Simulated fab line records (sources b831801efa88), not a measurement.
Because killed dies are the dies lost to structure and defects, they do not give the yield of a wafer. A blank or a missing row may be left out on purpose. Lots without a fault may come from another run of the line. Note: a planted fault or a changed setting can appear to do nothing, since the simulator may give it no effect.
fab line records | flow sky130
[record] lots = 24 | wafers = 72 | last-day = 50
route steps=708 shown VT_ADJUST_LVTN@118 SONOS_ONO@182 LOCAL_INTERCONNECT@399 METAL1@438 METAL5@665
lots with no fault: from the same line, run without faults
start-h: hours from the record's opening day to when the first of the lot's shown wafers began | wait-h: hours from the lot's prior step to this one | " identical to the entry in the row above | L1.1+2: a row that stands for several wafers | - no value, or no start given | * or withheld: withheld | < > ~ a bound
route shown NAME@n: a module of which the file shows steps, and the number in the route of the first | usual: the fault-free wafers' mean and standard deviation | same: alike in all rows | chamber/n: place in a boat | sites: each site's reading | _std_site: standard deviation of those values | _edge_site: outer sites' mean less inner sites' | radius-mm: for every site, how far away it sits from the centre of the wafer | mask NAME#n: copy n | behind: the most recent tool/chamber to have shaped the wafer | hold: why the lot went on hold/how many hours it stayed there/how the hold came to an end | device: transistor that didn't switch, given as n, p or np | end of line: tests of these same wafers at the route's end | a step with no rows: only its recipe | killed: the dies lost at the first sort to structure and to defects; this is not the yield of the wafer | map: a wafer's dies, marking killed ones x, the rest . and places with no die _
set.NAME: the run value of the setting; set.NAME@STEP: its run value at that earlier step | model.NAME: the simulator's own value behind a step, which no gauge read
route steps across a sampled set of lots; one table per step, one row per wafer
services: when a tool's chamber went out of use (start-h, in hours from the record's first day, below 0 if earlier), for how many hours, and the reason
[[steps]]
[step SKY_VT_ADJUST_LVTN_TW_MEAS_21]
[usual] VT_ADJUST_LVTN_2_TW = 187.0/2.8
lot.wafer | tool          | chamber | start-h | wait-h | VT_ADJUST_LVTN_2_TW
L074.1    | film-metro-02 | -       | 162.25  | 0.1    | 186.2
L074.2    | "             | -       | "       | "      | 186.4
L074.5    | "             | -       | "       | "      | 184.8
L075.1    | film-metro-03 | -       | 169.52  | 0.1    | 189.3
L075.2    | "             | -       | "       | "      | 188.7
L075.4    | "             | -       | "       | "      | 188.5
L076.3    | film-metro-02 | -       | 178.25  | 0.1    | 184.6
L076.5    | "             | -       | "       | "      | 184.0
L076.6    | "             | -       | "       | "      | 184.1
L077.1    | film-metro-02 | -       | 184.37  | 0.1    | 184.8
L077.4    | "             | -       | "       | "      | 183.3
L077.5    | "             | -       | "       | "      | 184.2
L078.2    | film-metro-02 | -       | 190.58  | 0.1    | 182.8
L078.3    | "             | -       | "       | "      | 183.3
L078.5    | "             | -       | "       | "      | 184.2
L079.2    | film-metro-02 | -       | 193.43  | 0.1    | 185.2
L079.4    | "             | -       | "       | "      | 185.5
L079.6    | "             | -       | "       | "      | 184.2
L080.1    | film-metro-02 | -       | 204.48  | 0.1    | 185.2
L080.2    | "             | -       | "       | "      | 185.6
L080.4    | "             | -       | "       | "      | 185.0
L081.4    | film-metro-02 | -       | 211.38  | 0.1    | 185.1
L081.5    | "             | -       | "       | "      | 184.8
L081.6    | "             | -       | "       | "      | 185.7
L082.1    | film-metro-03 | -       | 214.35  | 0.1    | 187.1
L082.2    | "             | -       | "       | "      | 187.1
L082.6    | "             | -       | "       | "      | 187.7
L083.2    | film-metro-04 | -       | 219.73  | 0.1    | 191.2
L083.3    | "             | -       | "       | "      | 191.9
L083.5    | "             | -       | "       | "      | 192.0
L084.2    | film-metro-03 | -       | 227.98  | 0.1    | 188.2
L084.4    | "             | -       | "       | "      | 187.6
L084.6    | "             | -       | "       | "      | 188.5
L085.3    | film-metro-04 | -       | 237.22  | 0.1    | 190.9
L085.4    | "             | -       | "       | "      | 191.9
L085.6    | "             | -       | "       | "      | 191.5
L086.1    | film-metro-02 | -       | 240.45  | 0.1    | 183.9
L086.4    | "             | -       | "       | "      | 183.7
L086.5    | "             | -       | "       | "      | 183.7
L087.2    | film-metro-02 | -       | 248.43  | 0.1    | 184.1
L087.3    | "             | -       | "       | "      | 182.8
L087.5    | "             | -       | "       | "      | 183.9
L088.1    | film-metro-03 | -       | 258.58  | 0.1    | 188.1
L088.3    | "             | -       | "       | "      | 188.0
L088.4    | "             | -       | "       | "      | 186.7
L089.2    | film-metro-03 | -       | 268.38  | 0.1    | 187.8
L089.3    | "             | -       | "       | "      | 188.8
L089.4    | "             | -       | "       | "      | 186.1
L090.2    | film-metro-02 | -       | 275.99  | 0.1    | 186.2
L090.4    | "             | -       | "       | "      | 185.2
L090.6    | "             | -       | "       | "      | 184.9
L091.1    | film-metro-04 | -       | 276.07  | 0.1    | 190.5
L091.3    | "             | -       | "       | "      | 191.2
L091.4    | "             | -       | "       | "      | 191.5
L092.1    | film-metro-04 | -       | 279.70  | 0.1    | 190.8
L092.4    | "             | -       | "       | "      | 191.0
L092.5    | "             | -       | "       | "      | 192.3
L093.1    | film-metro-03 | -       | 290.52  | 0.1    | 188.8
L093.2    | "             | -       | "       | "      | 188.5
L093.4    | "             | -       | "       | "      | 188.4
L094.1    | film-metro-03 | -       | 300.68  | 0.1    | 188.0
L094.4    | "             | -       | "       | "      | 187.8
L094.5    | "             | -       | "       | "      | 187.8
L095.2    | film-metro-02 | -       | 308.21  | 0.1    | 184.9
L095.3    | "             | -       | "       | "      | 183.8
L095.4    | "             | -       | "       | "      | 183.8
L096.1    | film-metro-04 | -       | 316.55  | 0.1    | 190.7
L096.2    | "             | -       | "       | "      | 190.7
L096.4    | "             | -       | "       | "      | 191.2
L097.1    | film-metro-02 | -       | 324.48  | 0.1    | 185.6
L097.4    | "             | -       | "       | "      | 185.0
L097.6    | "             | -       | "       | "      | 185.4
[step SKY_SONOS_ONO_OVL_MEAS_14]
[usual] SONOS_ONO_OVL = -0.9/1.7
lot.wafer | tool       | chamber | start-h | wait-h | SONOS_ONO_OVL[nm]
L074.1    | overlay-02 | -       | 280.30  | 0.1    | -4.0
L074.2    | "          | -       | "       | "      | -1.8
L074.5    | "          | -       | "       | "      | -0.3
L075.1    | overlay-01 | -       | 290.05  | 0.1    | -0.9
L075.2    | "          | -       | "       | "      | -3.3
L075.4    | "          | -       | "       | "      | -2.1
L076.3    | overlay-02 | -       | 299.26  | 0.1    | -0.3
L076.5    | "          | -       | "       | "      | -0.2
L076.6    | "          | -       | "       | "      | -0.8
L077.1    | overlay-01 | -       | 307.61  | 0.1    | -1.3
L077.4    | "          | -       | "       | "      | -0.4
L077.5    | "          | -       | "       | "      | -1.7
L078.2    | overlay-01 | -       | 315.80  | 0.1    | -1.2
L078.3    | "          | -       | "       | "      | -0.9
L078.5    | "          | -       | "       | "      | -1.0
L079.2    | overlay-02 | -       | 320.77  | 0.1    | -1.3
L079.4    | "          | -       | "       | "      | 1.7
L079.6    | "          | -       | "       | "      | -0.4
L080.1    | overlay-02 | -       | 334.53  | 0.1    | -0.9
L080.2    | "          | -       | "       | "      | -1.2
L080.4    | "          | -       | "       | "      | -0.7
L081.4    | overlay-01 | -       | 341.17  | 0.1    | 0.4
L081.5    | "          | -       | "       | "      | -1.1
L081.6    | "          | -       | "       | "      | 0.3
L082.1    | overlay-01 | -       | 348.20  | 0.1    | -1.0
L082.2    | "          | -       | "       | "      | -0.2
L082.6    | "          | -       | "       | "      | -1.6
L083.2    | overlay-02 | -       | 348.37  | 0.1    | -1.8
L083.3    | "          | -       | "       | "      | -0.3
L083.5    | "          | -       | "       | "      | -0.3
L084.2    | overlay-01 | -       | 361.57  | 0.1    | -3.3
L084.4    | "          | -       | "       | "      | -1.0
L084.6    | "          | -       | "       | "      | -1.5
L085.3    | overlay-01 | -       | 370.02  | 0.1    | -0.4
L085.4    | "          | -       | "       | "      | -2.3
L085.6    | "          | -       | "       | "      | 0.6
L086.1    | overlay-02 | -       | 373.29  | 0.1    | -3.3
L086.4    | "          | -       | "       | "      | -2.4
L086.5    | "          | -       | "       | "      | -2.5
L087.2    | overlay-02 | -       | 383.11  | 0.1    | -0.7
L087.3    | "          | -       | "       | "      | -0.6
L087.5    | "          | -       | "       | "      | -1.3
L088.1    | overlay-01 | -       | 394.90  | 0.1    | -2.6
L088.3    | "          | -       | "       | "      | -1.8
L088.4    | "          | -       | "       | "      | -3.1
L089.2    | overlay-01 | -       | 406.51  | 0.1    | -2.4
L089.3    | "          | -       | "       | "      | -2.9
L089.4    | "          | -       | "       | "      | -2.9
L090.2    | overlay-01 | -       | 417.86  | 0.1    | -3.9
L090.4    | "          | -       | "       | "      | -1.8
L090.6    | "          | -       | "       | "      | -1.7
L091.1    | overlay-02 | -       | 418.44  | 0.1    | 1.1
L091.3    | "          | -       | "       | "      | 0.2
L091.4    | "          | -       | "       | "      | 2.4
L092.1    | overlay-01 | -       | 421.89  | 0.1    | -1.5
L092.4    | "          | -       | "       | "      | -2.6
L092.5    | "          | -       | "       | "      | -3.7
L093.1    | overlay-02 | -       | 436.26  | 0.1    | -2.1
L093.2    | "          | -       | "       | "      | -1.4
L093.4    | "          | -       | "       | "      | -1.8
L094.1    | overlay-01 | -       | 448.26  | 0.1    | 0.1
L094.4    | "          | -       | "       | "      | 1.1
L094.5    | "          | -       | "       | "      | -0.7
L095.2    | overlay-01 | -       | 457.15  | 0.1    | -2.1
L095.3    | "          | -       | "       | "      | -2.0
L095.4    | "          | -       | "       | "      | -0.3
L096.1    | overlay-01 | -       | 466.24  | 0.1    | -0.6
L096.2    | "          | -       | "       | "      | 1.0
L096.4    | "          | -       | "       | "      | 1.4
L097.1    | overlay-02 | -       | 477.61  | 0.1    | 2.4
L097.4    | "          | -       | "       | "      | 2.4
L097.6    | "          | -       | "       | "      | 2.3
[step SKY_SONOS_ONO_ETCH_15]
[recipe] target-depth-nm = 19.52 | chemistry = CHF3/O2 | source-w = 600 | bias-w = 200 | pressure-mtorr = 40 | chf3-flow-sccm = 50 | O2_flow_sccm = 5 | time-s = 7.8
[usual] drypump-motor-current-A = 5.6/0.45 | oes-product-au = 0.992/0.011 | throttle-valve-pct = 8.822/0.0094
lot.wafer | tool        | chamber | start-h | wait-h | drypump-motor-current-A | oes-product-au | rf-hours-counter-h | throttle-valve-pct
L074.1    | rie-diel-01 | 1       | 280.34  | 0.0    | 5.1                     | 0.989          | 37                 | 8.831
L074.2    | "           | 2       | "       | "      | 5.1                     | 0.996          | 2                  | 8.829
L074.5    | "           | 0       | "       | "      | 6.1                     | 0.998          | -                  | 8.836
L075.1    | rie-diel-03 | 2       | 290.09  | 0.0    | 5.9                     | 0.998          | 31                 | 8.826
L075.2    | "           | 0       | "       | "      | 5.9                     | 0.999          | 95                 | 8.814
L075.4    | "           | 3       | "       | "      | 5.5                     | 0.962          | 4                  | 8.813
L076.3    | rie-diel-03 | 1       | 299.29  | 0.0    | 4.9                     | 0.987          | 72                 | 8.827
L076.5    | "           | 0       | "       | "      | 5.9                     | 1.006          | -                  | 8.809
L076.6    | "           | 3       | "       | "      | 5.5                     | 0.976          | -                  | 8.807
L077.1    | rie-diel-03 | 2       | 307.65  | 0.0    | 5.9                     | 1.004          | 31                 | 8.832
L077.4    | "           | 0       | "       | "      | 5.9                     | 1.005          | 95                 | 8.823
L077.5    | "           | 1       | "       | "      | 5.0                     | 0.998          | -                  | 8.818
L078.2    | rie-diel-03 | 2       | 315.83  | 0.0    | 5.8                     | 0.994          | 31                 | 8.818
L078.3    | "           | 3       | "       | "      | 5.5                     | 0.973          | 4                  | 8.816
L078.5    | "           | 1       | "       | "      | 5.0                     | 0.977          | -                  | 8.822
L079.2    | rie-diel-01 | 1       | 320.80  | 0.0    | 5.0                     | 1.009          | 37                 | 8.812
L079.4    | "           | 2       | "       | "      | 5.1                     | 1.007          | 3                  | 8.835
L079.6    | "           | 1       | "       | "      | 5.1                     | 0.996          | -                  | 8.826
L080.1    | rie-diel-04 | 0       | 334.57  | 0.0    | 6.0                     | 1.015          | 53                 | 8.812
L080.2    | "           | 2       | "       | "      | 6.2                     | 0.991          | 49                 | 8.838
L080.4    | "           | 3       | "       | "      | 5.9                     | 0.977          | 105                | 8.822
L081.4    | rie-diel-03 | 0       | 341.19  | 0.0    | 5.9                     | 1.003          | 96                 | 8.821
L081.5    | "           | 3       | "       | "      | 5.4                     | 0.969          | -                  | 8.820
L081.6    | "           | 2       | "       | "      | 5.9                     | 0.996          | -                  | 8.826
L082.1    | rie-diel-01 | 1       | 348.24  | 0.0    | 5.1                     | 0.993          | 37                 | 8.818
L082.2    | "           | 3       | "       | "      | 6.0                     | 1.001          | 4                  | 8.821
L082.6    | "           | 1       | "       | "      | 5.1                     | 0.987          | -                  | 8.823
L083.2    | rie-diel-04 | 3       | 348.40  | 0.0    | 5.9                     | 0.992          | 105                | 8.828
L083.3    | "           | 1       | "       | "      | 4.9                     | 0.988          | 9                  | 8.811
L083.5    | "           | 3       | "       | "      | 5.9                     | 0.988          | -                  | 8.833
L084.2    | rie-diel-03 | 3       | 361.60  | 0.0    | 5.5                     | 0.969          | 5                  | 8.811
L084.4    | "           | 1       | "       | "      | 4.9                     | 0.980          | 74                 | 8.828
L084.6    | "           | 0       | "       | "      | 6.0                     | 0.985          | -                  | 8.834
L085.3    | rie-diel-01 | 1       | 370.05  | 0.0    | 5.1                     | 0.991          | 38                 | 8.828
L085.4    | "           | 2       | "       | "      | 5.1                     | 0.996          | 4                  | 8.830
L085.6    | "           | 3       | "       | "      | 6.0                     | 1.008          | -                  | 8.807
L086.1    | rie-diel-01 | 2       | 373.33  | 0.0    | 5.1                     | 0.991          | 4                  | 8.824
L086.4    | "           | 1       | "       | "      | 5.1                     | 0.984          | 38                 | 8.816
L086.5    | "           | 1       | "       | "      | 5.1                     | 0.983          | -                  | 8.837
L087.2    | rie-diel-04 | 2       | 383.14  | 0.0    | 6.2                     | 0.973          | 51                 | 8.836
L087.3    | "           | 0       | "       | "      | 6.0                     | 0.988          | 54                 | 8.816
L087.5    | "           | 3       | "       | "      | 5.9                     | 0.973          | -                  | 8.813
L088.1    | rie-diel-01 | 0       | 394.94  | 0.0    | 6.1                     | 0.999          | 83                 | 8.816
L088.3    | "           | 1       | "       | "      | 5.1                     | 1.004          | 38                 | 8.818
L088.4    | "           | 2       | "       | "      | 5.1                     | 1.000          | 4                  | 8.843
L089.2    | rie-diel-04 | 2       | 406.54  | 0.0    | 6.2                     | 0.993          | 51                 | 8.815
L089.3    | "           | 0       | "       | "      | 6.0                     | 0.993          | 54                 | 8.832
L089.4    | "           | 1       | "       | "      | 5.0                     | 0.990          | 10                 | 8.822
L090.2    | rie-diel-01 | 2       | 417.89  | 0.0    | 5.1                     | 0.995          | 4                  | 8.814
L090.4    | "           | 1       | "       | "      | 5.1                     | 0.997          | 38                 | 8.815
L090.6    | "           | 0       | "       | "      | 6.1                     | 1.000          | -                  | 8.823
L091.1    | rie-diel-04 | 3       | 418.48  | 0.0    | 5.9                     | 0.987          | 106                | 8.807
L091.3    | "           | 1       | "       | "      | 4.9                     | 0.986          | 10                 | 8.815
L091.4    | "           | 0       | "       | "      | 6.0                     | 0.996          | 55                 | 8.802
L092.1    | rie-diel-04 | 2       | 421.93  | 0.0    | 6.2                     | 0.992          | 52                 | 8.835
L092.4    | "           | 1       | "       | "      | 5.0                     | 0.985          | 10                 | 8.825
L092.5    | "           | 0       | "       | "      | 6.0                     | 0.998          | -                  | 8.819
L093.1    | rie-diel-03 | 3       | 436.29  | 0.0    | 5.5                     | 0.979          | 7                  | 8.823
L093.2    | "           | 1       | "       | "      | 4.9                     | 0.986          | 75                 | 8.819
L093.4    | "           | 0       | "       | "      | 5.9                     | 1.000          | 98                 | 8.816
L094.1    | rie-diel-03 | 1       | 448.29  | 0.0    | 4.9                     | 0.976          | 76                 | 8.809
L094.4    | "           | 0       | "       | "      | 5.9                     | 0.994          | 98                 | 8.827
L094.5    | "           | 2       | "       | "      | 5.9                     | 1.002          | -                  | 8.824
L095.2    | rie-diel-03 | 2       | 457.18  | 0.0    | 5.9                     | 0.994          | 34                 | 8.819
L095.3    | "           | 0       | "       | "      | 5.9                     | 0.988          | 98                 | 8.823
L095.4    | "           | 1       | "       | "      | 4.9                     | 0.968          | 76                 | 8.814
L096.1    | rie-diel-01 | 0       | 466.28  | 0.0    | 6.1                     | 0.996          | 85                 | 8.817
L096.2    | "           | 1       | "       | "      | 5.1                     | 0.997          | 39                 | 8.802
L096.4    | "           | 2       | "       | "      | 5.2                     | 1.003          | 5                  | 8.822
L097.1    | rie-diel-01 | 0       | 477.64  | 0.0    | 6.0                     | 0.999          | 85                 | 8.826
L097.4    | "           | 3       | "       | "      | 6.0                     | 1.003          | 6                  | 8.812
L097.6    | "           | 0       | "       | "      | 6.1                     | 0.992          | -                  | 8.820
[step SKY_LOCAL_INTERCONNECT_OVL_MEAS_12]
[usual] LOCAL_INTERCONNECT_OVL = 4/5.1
lot.wafer | tool       | chamber | start-h | wait-h | LOCAL_INTERCONNECT_OVL[nm]
L074.1    | overlay-02 | -       | 705.04  | 0.1    | -1
L074.2    | "          | -       | "       | "      | 3
L074.5    | "          | -       | "       | "      | 4
L075.1    | overlay-01 | -       | 716.33  | 0.1    | 12
L075.2    | "          | -       | "       | "      | 8
L075.4    | "          | -       | "       | "      | 12
L076.3    | overlay-01 | -       | 724.65  | 0.1    | 4
L076.5    | "          | -       | "       | "      | 10
L076.6    | "          | -       | "       | "      | -2
L077.1    | overlay-01 | -       | 739.55  | 0.1    | 8
L077.4    | "          | -       | "       | "      | 0
L077.5    | "          | -       | "       | "      | -1
L078.2    | overlay-02 | -       | 741.44  | 0.1    | 4
L078.3    | "          | -       | "       | "      | 8
L078.5    | "          | -       | "       | "      | 8
L079.2    | overlay-01 | -       | 748.90  | 0.1    | 5
L079.4    | "          | -       | "       | "      | 6
L079.6    | "          | -       | "       | "      | 7
L080.1    | overlay-01 | -       | 759.05  | 0.1    | 10
L080.2    | "          | -       | "       | "      | 3
L080.4    | "          | -       | "       | "      | 1
L081.4    | overlay-01 | -       | 766.40  | 0.1    | -8
L081.5    | "          | -       | "       | "      | 0
L081.6    | "          | -       | "       | "      | -8
L082.1    | overlay-02 | -       | 769.80  | 0.1    | -4
L082.2    | "          | -       | "       | "      | 0
L082.6    | "          | -       | "       | "      | -9
L083.2    | overlay-02 | -       | 778.58  | 0.1    | 9
L083.3    | "          | -       | "       | "      | 3
L083.5    | "          | -       | "       | "      | 11
L084.2    | overlay-02 | -       | 786.74  | 0.1    | 0
L084.4    | "          | -       | "       | "      | 6
L084.6    | "          | -       | "       | "      | 6
L085.3    | overlay-02 | -       | 799.54  | 0.1    | 16
L085.4    | "          | -       | "       | "      | 10
L085.6    | "          | -       | "       | "      | 7
L086.1    | overlay-02 | -       | 800.93  | 0.1    | 0
L086.4    | "          | -       | "       | "      | 0
L086.5    | "          | -       | "       | "      | 10
L087.2    | overlay-01 | -       | 807.15  | 0.1    | 3
L087.3    | "          | -       | "       | "      | -2
L087.5    | "          | -       | "       | "      | -4
L088.1    | overlay-01 | -       | 820.74  | 0.1    | 1
L088.3    | "          | -       | "       | "      | 0
L088.4    | "          | -       | "       | "      | 2
L089.2    | overlay-01 | -       | 827.35  | 0.1    | 11
L089.3    | "          | -       | "       | "      | 10
L089.4    | "          | -       | "       | "      | 16
L090.2    | overlay-02 | -       | 836.94  | 0.1    | 5
L090.4    | "          | -       | "       | "      | 3
L090.6    | "          | -       | "       | "      | 9
L091.1    | overlay-01 | -       | 839.69  | 0.1    | 6
L091.3    | "          | -       | "       | "      | 8
L091.4    | "          | -       | "       | "      | 2
L092.1    | overlay-01 | -       | 840.55  | 0.1    | 6
L092.4    | "          | -       | "       | "      | 6
L092.5    | "          | -       | "       | "      | 7
L093.1    | overlay-01 | -       | 852.34  | 0.1    | 15
L093.2    | "          | -       | "       | "      | 3
L093.4    | "          | -       | "       | "      | 0
L094.1    | overlay-02 | -       | 859.59  | 0.1    | 1
L094.4    | "          | -       | "       | "      | 9
L094.5    | "          | -       | "       | "      | 6
L095.2    | overlay-02 | -       | 871.55  | 0.1    | 6
L095.3    | "          | -       | "       | "      | 3
L095.4    | "          | -       | "       | "      | 6
L096.1    | overlay-01 | -       | 874.64  | 0.1    | 6
L096.2    | "          | -       | "       | "      | 2
L096.4    | "          | -       | "       | "      | 6
L097.1    | overlay-02 | -       | 889.75  | 0.1    | 3
L097.4    | "          | -       | "       | "      | 7
L097.6    | "          | -       | "       | "      | 4
[step SKY_METAL1_SPUTTER_04]
[recipe] material = TiN | target-thk-nm = 70 | power-w = 6500 | time-s = 58.3 | chamber-pressure-pa = 0.4
[usual] throttle-valve-pct = 30.1/1.2
lot.wafer | tool           | chamber | start-h | wait-h | throttle-valve-pct
L074.1    | pvd-sputter-03 | -       | 736.09  | 0.0    | 30.6
L074.2    | "              | -       | "       | "      | 29.1
L074.5    | "              | -       | "       | "      | 28.9
L075.1    | pvd-sputter-03 | -       | 746.62  | 0.0    | 29.1
L075.2    | "              | -       | "       | "      | 31.1
L075.4    | "              | -       | "       | "      | 30.8
L076.3    | pvd-sputter-03 | -       | 754.72  | 0.0    | 29.3
L076.5    | "              | -       | "       | "      | 29.0
L076.6    | "              | -       | "       | "      | 31.3
L077.1    | pvd-sputter-04 | -       | 769.36  | 0.0    | 31.1
L077.4    | "              | -       | "       | "      | 30.5
L077.5    | "              | -       | "       | "      | 30.7
L078.2    | pvd-sputter-03 | -       | 771.11  | 0.0    | 30.9
L078.3    | "              | -       | "       | "      | 31.2
L078.5    | "              | -       | "       | "      | 30.8
L079.2    | pvd-sputter-04 | -       | 780.48  | 0.0    | 27.6
L079.4    | "              | -       | "       | "      | 30.5
L079.6    | "              | -       | "       | "      | 30.8
L080.1    | pvd-sputter-03 | -       | 788.87  | 0.0    | 30.7
L080.2    | "              | -       | "       | "      | 30.8
L080.4    | "              | -       | "       | "      | 31.4
L081.4    | pvd-sputter-04 | -       | 795.60  | 0.0    | 30.4
L081.5    | "              | -       | "       | "      | 30.9
L081.6    | "              | -       | "       | "      | 30.2
L082.1    | pvd-sputter-03 | -       | 799.38  | 0.0    | 29.0
L082.2    | "              | -       | "       | "      | 31.1
L082.6    | "              | -       | "       | "      | 30.8
L083.2    | pvd-sputter-03 | -       | 807.48  | 0.0    | 31.7
L083.3    | "              | -       | "       | "      | 30.9
L083.5    | "              | -       | "       | "      | 30.9
L084.2    | pvd-sputter-03 | -       | 816.19  | 0.0    | 28.9
L084.4    | "              | -       | "       | "      | 31.0
L084.6    | "              | -       | "       | "      | 31.6
L085.3    | pvd-sputter-01 | -       | 829.00  | 0.0    | 27.6
L085.4    | "              | -       | "       | "      | 29.5
L085.6    | "              | -       | "       | "      | 29.9
L086.1    | pvd-sputter-03 | -       | 830.43  | 0.0    | 30.5
L086.4    | "              | -       | "       | "      | 29.3
L086.5    | "              | -       | "       | "      | 31.4
L087.2    | pvd-sputter-01 | -       | 836.24  | 0.0    | 28.5
L087.3    | "              | -       | "       | "      | 27.8
L087.5    | "              | -       | "       | "      | 27.7
L088.1    | pvd-sputter-01 | -       | 849.34  | 0.0    | 29.3
L088.3    | "              | -       | "       | "      | 28.2
L088.4    | "              | -       | "       | "      | 27.8
L089.2    | pvd-sputter-03 | -       | 856.04  | 0.0    | 30.8
L089.3    | "              | -       | "       | "      | 31.0
L089.4    | "              | -       | "       | "      | 31.4
L090.2    | pvd-sputter-03 | -       | 865.21  | 0.0    | 29.0
L090.4    | "              | -       | "       | "      | 31.5
L090.6    | "              | -       | "       | "      | 31.2
L091.1    | pvd-sputter-01 | -       | 868.86  | 0.0    | 27.6
L091.3    | "              | -       | "       | "      | 30.0
L091.4    | "              | -       | "       | "      | 28.4
L092.1    | pvd-sputter-04 | -       | 869.89  | 0.0    | 31.1
L092.4    | "              | -       | "       | "      | 30.3
L092.5    | "              | -       | "       | "      | 31.3
L093.1    | pvd-sputter-03 | -       | 880.79  | 0.0    | 30.6
L093.2    | "              | -       | "       | "      | 31.1
L093.4    | "              | -       | "       | "      | 31.4
L094.1    | pvd-sputter-03 | -       | 888.00  | 0.0    | 31.7
L094.4    | "              | -       | "       | "      | 28.9
L094.5    | "              | -       | "       | "      | 30.9
L095.2    | pvd-sputter-03 | -       | 900.86  | 0.0    | 31.7
L095.3    | "              | -       | "       | "      | 28.9
L095.4    | "              | -       | "       | "      | 29.0
L096.1    | pvd-sputter-01 | -       | 904.91  | 0.0    | 28.4
L096.2    | "              | -       | "       | "      | 29.1
L096.4    | "              | -       | "       | "      | 29.9
L097.1    | pvd-sputter-03 | -       | 919.06  | 0.0    | 30.7
L097.4    | "              | -       | "       | "      | 31.6
L097.6    | "              | -       | "       | "      | 31.3
[step SKY_METAL5_SPUTTER_04]
[recipe] material = TiN | target-thk-nm = 70 | power-w = 6500 | time-s = 58.3 | chamber-pressure-pa = 0.4
[usual] throttle-valve-pct = 29.6/1.2
lot.wafer | tool           | chamber | start-h | wait-h | throttle-valve-pct
L074.1    | pvd-sputter-03 | -       | 1004.14 | 0.0    | 29.0
L074.2    | "              | -       | "       | "      | 31.5
L074.5    | "              | -       | "       | "      | 30.6
L075.1    | pvd-sputter-03 | -       | 1013.54 | 0.0    | 30.9
L075.2    | "              | -       | "       | "      | 31.4
L075.4    | "              | -       | "       | "      | 29.0
L076.3    | pvd-sputter-03 | -       | 1022.48 | 0.0    | 30.7
L076.5    | "              | -       | "       | "      | 30.7
L076.6    | "              | -       | "       | "      | 28.9
L077.1    | pvd-sputter-03 | -       | 1033.18 | 0.0    | 30.9
L077.4    | "              | -       | "       | "      | 30.7
L077.5    | "              | -       | "       | "      | 31.5
L078.2    | pvd-sputter-04 | -       | 1033.43 | 0.0    | 27.0
L078.3    | "              | -       | "       | "      | 30.5
L078.5    | "              | -       | "       | "      | 30.6
L079.2    | pvd-sputter-02 | -       | 1043.38 | 0.0    | 28.8
L079.4    | "              | -       | "       | "      | 27.8
L079.6    | "              | -       | "       | "      | 27.9
L080.1    | pvd-sputter-02 | -       | 1052.98 | 0.0    | 28.8
L080.2    | "              | -       | "       | "      | 27.8
L080.4    | "              | -       | "       | "      | 29.8
L081.4    | pvd-sputter-03 | -       | 1055.93 | 0.0    | 31.4
L081.5    | "              | -       | "       | "      | 31.1
L081.6    | "              | -       | "       | "      | 29.0
L082.1    | pvd-sputter-04 | -       | 1058.46 | 0.0    | 30.7
L082.2    | "              | -       | "       | "      | 27.3
L082.6    | "              | -       | "       | "      | 27.4
L083.2    | pvd-sputter-02 | -       | 1067.08 | 0.0    | 28.7
L083.3    | "              | -       | "       | "      | 29.6
L083.5    | "              | -       | "       | "      | 28.8
L084.2    | pvd-sputter-02 | -       | 1074.89 | 0.0    | 28.8
L084.4    | "              | -       | "       | "      | 29.7
L084.6    | "              | -       | "       | "      | 28.7
L085.3    | pvd-sputter-02 | -       | 1083.46 | 0.0    | 29.1
L085.4    | "              | -       | "       | "      | 29.8
L085.6    | "              | -       | "       | "      | 29.4
L086.1    | pvd-sputter-03 | -       | 1085.88 | 0.0    | 29.0
L086.4    | "              | -       | "       | "      | 30.7
L086.5    | "              | -       | "       | "      | 31.5
L087.2    | pvd-sputter-02 | -       | 1088.41 | 0.0    | 29.3
L087.3    | "              | -       | "       | "      | 29.8
L087.5    | "              | -       | "       | "      | 29.4
L088.1    | pvd-sputter-02 | -       | 1101.03 | 0.0    | 28.8
L088.3    | "              | -       | "       | "      | 29.1
L088.4    | "              | -       | "       | "      | 28.1
L089.2    | pvd-sputter-02 | -       | 1103.82 | 0.0    | 28.9
L089.3    | "              | -       | "       | "      | 27.7
L089.4    | "              | -       | "       | "      | 29.8
L090.2    | pvd-sputter-03 | -       | 1111.86 | 0.0    | 28.9
L090.4    | "              | -       | "       | "      | 30.8
L090.6    | "              | -       | "       | "      | 29.0
L091.1    | pvd-sputter-02 | -       | 1116.60 | 0.0    | 29.2
L091.3    | "              | -       | "       | "      | 29.6
L091.4    | "              | -       | "       | "      | 29.1
L092.1    | pvd-sputter-02 | -       | 1117.24 | 0.0    | 29.9
L092.4    | "              | -       | "       | "      | 29.0
L092.5    | "              | -       | "       | "      | 29.5
L093.1    | pvd-sputter-02 | -       | 1124.87 | 0.0    | 29.6
L093.2    | "              | -       | "       | "      | 27.7
L093.4    | "              | -       | "       | "      | 29.4
L094.1    | pvd-sputter-04 | -       | 1130.86 | 0.0    | 27.4
L094.4    | "              | -       | "       | "      | 31.1
L094.5    | "              | -       | "       | "      | 27.3
L095.2    | pvd-sputter-02 | -       | 1140.43 | 0.0    | 28.7
L095.3    | "              | -       | "       | "      | 29.2
L095.4    | "              | -       | "       | "      | 27.7
L096.1    | pvd-sputter-04 | -       | 1141.60 | 0.0    | 30.9
L096.2    | "              | -       | "       | "      | 30.4
L096.4    | "              | -       | "       | "      | 30.4
L097.1    | pvd-sputter-03 | -       | 1153.48 | 0.0    | 30.8
L097.4    | "              | -       | "       | "      | 31.5
L097.6    | "              | -       | "       | "      | 31.5
[[services]]
tool           | chamber | start-h | hours | kind
rie-diel-03    | 1       | 268.19  | 4.6   | repair
pvd-sputter-02 | -       | 286.23  | 2.9   | repair
rie-diel-01    | 1       | 288.95  | 12.5  | repair
rie-diel-01    | 2       | 305.87  | 6.9   | repair
rie-diel-01    | 0       | 322.21  | 1.6   | repair
rie-diel-03    | -       | 371.87  | 1.1   | repair
pvd-sputter-03 | -       | 375.85  | 1.0   | repair
pvd-sputter-02 | -       | 391.89  | 1.2   | repair
pvd-sputter-02 | -       | 404.68  | 5.2   | repair
rie-diel-01    | -       | 410.50  | 0.4   | repair
rie-diel-01    | 1       | 427.19  | 7.0   | repair
rie-diel-03    | -       | 432.21  | 2.8   | pm
rie-diel-01    | 2       | 433.39  | 1.3   | repair
rie-diel-01    | -       | 440.38  | 4.3   | pm
rie-diel-03    | 0       | 463.18  | 26.5  | repair
pvd-sputter-03 | -       | 489.38  | 2.9   | repair
rie-diel-01    | 2       | 490.30  | 2.9   | repair
rie-diel-01    | -       | 527.11  | 14.6  | pm
pvd-sputter-02 | -       | 614.21  | 0.8   | repair
rie-diel-03    | -       | 615.10  | 1.7   | repair
pvd-sputter-03 | -       | 627.01  | 3.6   | repair
rie-diel-03    | 1       | 640.38  | 34.0  | repair
pvd-sputter-02 | -       | 696.52  | 2.6   | repair
pvd-sputter-02 | -       | 792.97  | 1.8   | repair
[[key]]
fault none
